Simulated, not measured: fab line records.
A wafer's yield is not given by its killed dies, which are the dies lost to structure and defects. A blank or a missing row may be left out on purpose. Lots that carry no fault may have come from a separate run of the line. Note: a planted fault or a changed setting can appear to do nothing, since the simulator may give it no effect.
Comparing a struck lot with a sound one    flow sfq_line    14 out of 325 route steps
Sound: wafers L410.3, L410.4, L410.5. Struck: wafer L401.5 (left out: L401.1, L401.6 of the same lot, which were not struck); the cause appears at the end.
At each step with rows: each side's tool, then ch and its chambers, then its first start. Under that, the readings that differ: sound wafers    struck wafers    difference of the means    sigmas: that difference in standard deviations of wafers without a fault.
alike: same words and numbers on both sides, and readings whose means sit less than 2 such deviations apart. not compared: any withheld reading, any reading some wafer has no value for, any bound like >300 that may hide the same value, and any number with overlapping values for which the record gives no deviation.
The two part at a step that has a row with sigmas, a row that says differs or no value, or rows on one side only. When numbers do not overlap yet have no deviation, they are printed without sigmas and do not part them. A reading that every wafer of one side lacks parts them only if that side has two wafers or more.

SFQ_TRILAYER_R5_BARC_OPEN_METAL_ETCH_177: etches BARC in O2, target depth 125 nm, time 41.7 s.
  sound on rie_metal-04 ch 0,1, day 76 19:36; struck on rie_metal-04 ch 0, day 66 08:08
  alike: drypump_motor_current_A, oes_product_au, rf_fwd_power_W
  not compared: rf_hours_counter_h
SFQ_TRILAYER_R5_ETCH_METAL_ETCH_139: etches the open film in Cl2, stops on SiO2, target depth 60 nm, time 40 s.
  sound on rie_metal-04 ch 0,1, day 76 19:40; struck on rie_metal-04 ch 0, day 66 08:12
  alike: drypump_motor_current_A, oes_product_au, rf_fwd_power_W
  not compared: rf_hours_counter_h
SFQ_TRILAYER_R5_STRIP_STRIP_140: strips in O2.
  sound on rie_metal-04 ch 0,1, day 76 19:54; struck on rie_metal-04 ch 0, day 66 08:16
  alike: drypump_motor_current_A, oes_product_au
  not compared: rf_hours_counter_h
then, 1 step without rows for these wafers: SFQ_TRILAYER_R5_STRIP_SOLV_CLEAN_141 (cleans in NMP, time 600 s).
SFQ_TRILAYER_A5C_DEP_PECVD_142: deposits SiO2 from SiH4/N2O, time 15.556 s, target thk 70 nm.
  sound on pecvd-04 ch 0,1, day 76 20:28; struck on pecvd-02 ch 2, day 66 09:02
  alike: heater_power_w, throttle_valve_pct
then, 6 steps without rows for these wafers: SFQ_TRILAYER_I5_LITHO_COAT_149 (resist thk 62 nm); SFQ_TRILAYER_I5_LITHO_COAT_144 (resist thk 650 nm); SFQ_TRILAYER_I5_LITHO_SOFTBAKE_148; SFQ_TRILAYER_I5_LITHO_EXPOSE_145 (exposes mask I5, target cd 700 nm); SFQ_TRILAYER_I5_LITHO_PEB_147 (peb time 59.16 s); SFQ_TRILAYER_I5_LITHO_DEVELOP_146 (time 60 s).
-- the record jumps here: 3 days lie between the struck wafers' starts before and after --
SFQ_I5_OVL_MEAS_936:
  sound on overlay-01, day 79 15:13; struck on overlay-01, day 69 18:59
  alike: I5_OVL
SFQ_TRILAYER_I5_BARC_OPEN_VIA_ETCH_200: etches BARC in O2, target depth 125 nm, time 41.7 s.
  sound on rie_diel-02 ch 0,2,3, day 79 15:14; struck on rie_diel-03 ch 0, day 69 19:02
reading                                              sound              struck  difference  sigmas
rf_fwd_power_W (W)                                   498.8 492.1 494.6  575.3   +80.1       +40
model.KrF_of_TRILAYER_I5_LITHO_COAT_144.thk_nm (nm)  571.5 573.2 569.9  568     -4          
  alike: drypump_motor_current_A, oes_product_au
  not compared: rf_hours_counter_h
SFQ_TRILAYER_I5_ETCH_VIA_ETCH_147: etches the open film in CHF3, stops on Nb, target depth 360 nm.
  sound on rie_diel-02 ch 0,2,3, day 79 15:16; struck on rie_diel-03 ch 0, day 69 19:04
reading             sound              struck  difference  sigmas
rf_fwd_power_W (W)  499.2 495.8 495.1  500.9   +4.2        +3
  alike: drypump_motor_current_A, oes_product_au

## WHERE THEY PART
Last at SFQ_TRILAYER_I5_ETCH_VIA_ETCH_147 as far as this record goes, first at SFQ_TRILAYER_I5_BARC_OPEN_VIA_ETCH_200.

WHY: whatever the simulator had introduced
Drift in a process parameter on rie_diel-03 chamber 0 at SFQ_TRILAYER_I5_BARC_OPEN_VIA_ETCH_200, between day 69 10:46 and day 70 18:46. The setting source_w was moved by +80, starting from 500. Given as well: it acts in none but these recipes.
